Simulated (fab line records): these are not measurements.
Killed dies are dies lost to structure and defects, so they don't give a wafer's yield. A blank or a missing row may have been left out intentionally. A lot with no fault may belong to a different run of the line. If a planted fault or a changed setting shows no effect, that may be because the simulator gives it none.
Which tool is to blame? / flow sky130 / 29 wafers from 10 lots sampled at 4 of the route's 708 steps

WHAT THE GAUGES READ, wafer by wafer
SKY_CAPM_OVL_MEAS_12. Usual: CAPM_OVL 0.8 nm, standard deviation 1.4.
lot=L484; measured=day 37 10:41; on=overlay-01; CAPM_OVL (nm)=-1.4 -0.2 -1.3; flag=
lot=L486; measured=day 38 05:12; on=overlay-01; CAPM_OVL (nm)=2.3 1.5 3.8; flag=
lot=L487; measured=day 38 13:28; on=overlay-01; CAPM_OVL (nm)=2.8 1.2 1.3; flag=
lot=L488; measured=day 38 17:38; on=overlay-02; CAPM_OVL (nm)=-0.4 -0.7; flag=
lot=L493; measured=day 40 02:49; on=overlay-02; CAPM_OVL (nm)=-2.7 -0.1 -0.1; flag=
lot=L501; measured=day 42 15:28; on=overlay-02; CAPM_OVL (nm)=0.7 0.9 1.4; flag=
lot=L504; measured=day 43 07:47; on=overlay-01; CAPM_OVL (nm)=1.3 -0.1 1.3; flag=
lot=L505; measured=day 43 17:41; on=overlay-01; CAPM_OVL (nm)=2.7 0.6 2.0; flag=
lot=L506; measured=day 43 20:35; on=overlay-02; CAPM_OVL (nm)=-0.7 1.2 1.9; flag=
lot=L507; measured=day 43 22:29; on=overlay-01; CAPM_OVL (nm)=0.3 0.3 0.6; flag=

EACH LOT AND THE TOOL THAT RAN IT (in order: tool; ch and the chambers of the sampled wafers; start)
lot=L484; SKY_METAL2_STRIP_20=plasma asher-02 ch 0,1, day 35 03:35; SKY_VIA2_ETCH_15=rie diel-01 ch 1,2,3, day 36 06:56; SKY_VIA2_STRIP_16=plasma asher-01 ch 0,1, day 36 07:00
lot=L486; SKY_METAL2_STRIP_20=plasma asher-03 ch 0,1, day 35 22:19; SKY_VIA2_ETCH_15=rie diel-04 ch 0,1,2, day 37 01:26; SKY_VIA2_STRIP_16=plasma asher-04 ch 0,1, day 37 01:29
lot=L487; SKY_METAL2_STRIP_20=plasma asher-04 ch 1, day 36 07:14; SKY_VIA2_ETCH_15=rie diel-04 ch 0,1, day 37 10:35; SKY_VIA2_STRIP_16=plasma asher-04 ch 0,1, day 37 10:38
lot=L488; SKY_METAL2_STRIP_20=plasma asher-04 ch 0,1, day 36 10:46; SKY_VIA2_ETCH_15=rie diel-04 ch 1,2, day 37 14:25; SKY_VIA2_STRIP_16=plasma asher-01 ch 0,1, day 37 14:31
lot=L493; SKY_METAL2_STRIP_20=plasma asher-03 ch 0,1, day 37 21:19; SKY_VIA2_ETCH_15=rie diel-04 ch 0,1,3, day 38 23:53; SKY_VIA2_STRIP_16=plasma asher-01 ch 0,1, day 38 23:56
lot=L501; SKY_METAL2_STRIP_20=plasma asher-02 ch 0,1, day 40 12:14; SKY_VIA2_ETCH_15=rie diel-01 ch 1,2, day 41 13:59; SKY_VIA2_STRIP_16=plasma asher-01 ch 0, day 41 14:02
lot=L504; SKY_METAL2_STRIP_20=plasma asher-02 ch 0,1, day 41 05:53; SKY_VIA2_ETCH_15=rie diel-04 ch 0,1,2, day 42 07:11; SKY_VIA2_STRIP_16=plasma asher-04 ch 0,1, day 42 07:15
lot=L505; SKY_METAL2_STRIP_20=plasma asher-04 ch 0,1, day 41 15:50; SKY_VIA2_ETCH_15=rie diel-02 ch 1,3, day 42 16:41; SKY_VIA2_STRIP_16=plasma asher-01 ch 0,1, day 42 16:44
lot=L506; SKY_METAL2_STRIP_20=plasma asher-04 ch 0,1, day 41 17:44; SKY_VIA2_ETCH_15=rie diel-02 ch 0,2,3, day 42 19:11; SKY_VIA2_STRIP_16=plasma asher-04 ch 0,1, day 42 19:15
lot=L507; SKY_METAL2_STRIP_20=plasma asher-03 ch 0,1, day 41 20:49; SKY_VIA2_ETCH_15=rie diel-04 ch 1,3, day 42 21:56; SKY_VIA2_STRIP_16=plasma asher-02 ch 0,1, day 42 21:59
- SKY_METAL2_STRIP_20: strips in O2/N2.
- SKY_VIA2_ETCH_15: etches SiO2 in C4F8/O2/Ar, stops on TiN, target depth 546 nm, time 84 s.
- SKY_VIA2_STRIP_16: strips in O2/N2.

WHAT THE TOOLS THEMSELVES READ (means of the sampled wafers that have a number; where no wafer has one, the mark that the record gives instead)
SKY_METAL2_STRIP_20. Usual: drypump motor current A 5.9 A, standard deviation 0.42; n2 flow sccm 300.2 sccm, standard deviation 1; oes product au 0.343 a.u., standard deviation 0.0046; strip time to endpoint s 2.71 s, standard deviation 0.035.
lot=L484; tool=plasma asher-02; drypump motor current A (A)=5.4; n2 flow sccm (sccm)=300.2; oes product au (a.u.)=0.343; strip time to endpoint s (s)=2.76; flag=
lot=L486; tool=plasma asher-03; drypump motor current A (A)=6.3; n2 flow sccm (sccm)=300.5; oes product au (a.u.)=0.339; strip time to endpoint s (s)=2.68; flag=
lot=L487; tool=plasma asher-04; drypump motor current A (A)=6.2; n2 flow sccm (sccm)=300.1; oes product au (a.u.)=0.345; strip time to endpoint s (s)=2.73; flag=
lot=L488; tool=plasma asher-04; drypump motor current A (A)=6.1; n2 flow sccm (sccm)=299.3; oes product au (a.u.)=0.348; strip time to endpoint s (s)=2.72; flag=
lot=L493; tool=plasma asher-03; drypump motor current A (A)=5.9; n2 flow sccm (sccm)=300.1; oes product au (a.u.)=0.349; strip time to endpoint s (s)=2.71; flag=
lot=L501; tool=plasma asher-02; drypump motor current A (A)=5.4; n2 flow sccm (sccm)=299.8; oes product au (a.u.)=0.344; strip time to endpoint s (s)=2.73; flag=
lot=L504; tool=plasma asher-02; drypump motor current A (A)=5.5; n2 flow sccm (sccm)=299.4; oes product au (a.u.)=0.341; strip time to endpoint s (s)=2.63; flag=
lot=L505; tool=plasma asher-04; drypump motor current A (A)=6.1; n2 flow sccm (sccm)=300.2; oes product au (a.u.)=0.340; strip time to endpoint s (s)=2.72; flag=
lot=L506; tool=plasma asher-04; drypump motor current A (A)=6.0; n2 flow sccm (sccm)=300.6; oes product au (a.u.)=0.346; strip time to endpoint s (s)=2.73; flag=
lot=L507; tool=plasma asher-03; drypump motor current A (A)=5.9; n2 flow sccm (sccm)=300.4; oes product au (a.u.)=0.350; strip time to endpoint s (s)=2.70; flag=

SKY_VIA2_ETCH_15. Usual: oes product au 0.940 a.u., standard deviation 0.0048; rf fwd power W 1489 W, standard deviation 4.8.
lot=L484; tool=rie diel-01; oes product au (a.u.)=0.944; rf fwd power W (W)=1490; flag=
lot=L486; tool=rie diel-04; oes product au (a.u.)=0.941; rf fwd power W (W)=1486; flag=
lot=L487; tool=rie diel-04; oes product au (a.u.)=0.939; rf fwd power W (W)=1490; flag=
lot=L488; tool=rie diel-04; oes product au (a.u.)=0.930; rf fwd power W (W)=1256; flag=OFF
lot=L493; tool=rie diel-04; oes product au (a.u.)=0.925; rf fwd power W (W)=1248; flag=OFF
lot=L501; tool=rie diel-01; oes product au (a.u.)=0.939; rf fwd power W (W)=1488; flag=
lot=L504; tool=rie diel-04; oes product au (a.u.)=0.940; rf fwd power W (W)=1489; flag=
lot=L505; tool=rie diel-02; oes product au (a.u.)=0.942; rf fwd power W (W)=1489; flag=
lot=L506; tool=rie diel-02; oes product au (a.u.)=0.936; rf fwd power W (W)=1491; flag=
lot=L507; tool=rie diel-04; oes product au (a.u.)=0.938; rf fwd power W (W)=1492; flag=

SKY_VIA2_STRIP_16. Usual: drypump motor current A 5.6 A, standard deviation 0.31; n2 flow sccm 299.9 sccm, standard deviation 0.83; oes product au 0.399 a.u., standard deviation 0.0044; strip time to endpoint s 4.071 s, standard deviation 0.019.
lot=L484; tool=plasma asher-01; drypump motor current A (A)=5.4; n2 flow sccm (sccm)=299.4; oes product au (a.u.)=0.397; strip time to endpoint s (s)=4.077; flag=
lot=L486; tool=plasma asher-04; drypump motor current A (A)=6.1; n2 flow sccm (sccm)=300.1; oes product au (a.u.)=0.401; strip time to endpoint s (s)=4.078; flag=
lot=L487; tool=plasma asher-04; drypump motor current A (A)=6.0; n2 flow sccm (sccm)=299.9; oes product au (a.u.)=0.397; strip time to endpoint s (s)=4.073; flag=
lot=L488; tool=plasma asher-01; drypump motor current A (A)=5.4; n2 flow sccm (sccm)=300.3; oes product au (a.u.)=0.402; strip time to endpoint s (s)=4.135; flag=OFF
lot=L493; tool=plasma asher-01; drypump motor current A (A)=5.4; n2 flow sccm (sccm)=299.2; oes product au (a.u.)=0.403; strip time to endpoint s (s)=4.156; flag=OFF
lot=L501; tool=plasma asher-01; drypump motor current A (A)=5.3; n2 flow sccm (sccm)=300.7; oes product au (a.u.)=0.399; strip time to endpoint s (s)=4.078; flag=
lot=L504; tool=plasma asher-04; drypump motor current A (A)=6.1; n2 flow sccm (sccm)=299.4; oes product au (a.u.)=0.401; strip time to endpoint s (s)=4.073; flag=
lot=L505; tool=plasma asher-01; drypump motor current A (A)=5.5; n2 flow sccm (sccm)=299.8; oes product au (a.u.)=0.400; strip time to endpoint s (s)=4.065; flag=
lot=L506; tool=plasma asher-04; drypump motor current A (A)=6.1; n2 flow sccm (sccm)=300.0; oes product au (a.u.)=0.399; strip time to endpoint s (s)=4.090; flag=
lot=L507; tool=plasma asher-02; drypump motor current A (A)=5.6; n2 flow sccm (sccm)=300.3; oes product au (a.u.)=0.398; strip time to endpoint s (s)=4.060; flag=

THE ANSWER, worked out from the rows above alone
Rule: a lot counts as off when the mean over its wafers that have a number is more than 3 standard deviations away from the usual mean. A lot without any number at a reading at which 4 lots or more have one is off too. Any other lot the step has rows for is counted as sound. After the gauges, taken in route order, come the tools' own readings; for these a lot's mean is taken, as printed above. At the first step where some lot is off, the reading lying furthest off is the one used; lots without a number count as furthest.
Off at SKY_VIA2_ETCH_15 (rf fwd power W): L488, L493.
If a tool, at that step or one of the process steps before it, ran each lot that is off and ran no sound lot following the first of them, it fits. None of those tried fits.

WHAT HAD BEEN PUT IN BY THE SIMULATOR
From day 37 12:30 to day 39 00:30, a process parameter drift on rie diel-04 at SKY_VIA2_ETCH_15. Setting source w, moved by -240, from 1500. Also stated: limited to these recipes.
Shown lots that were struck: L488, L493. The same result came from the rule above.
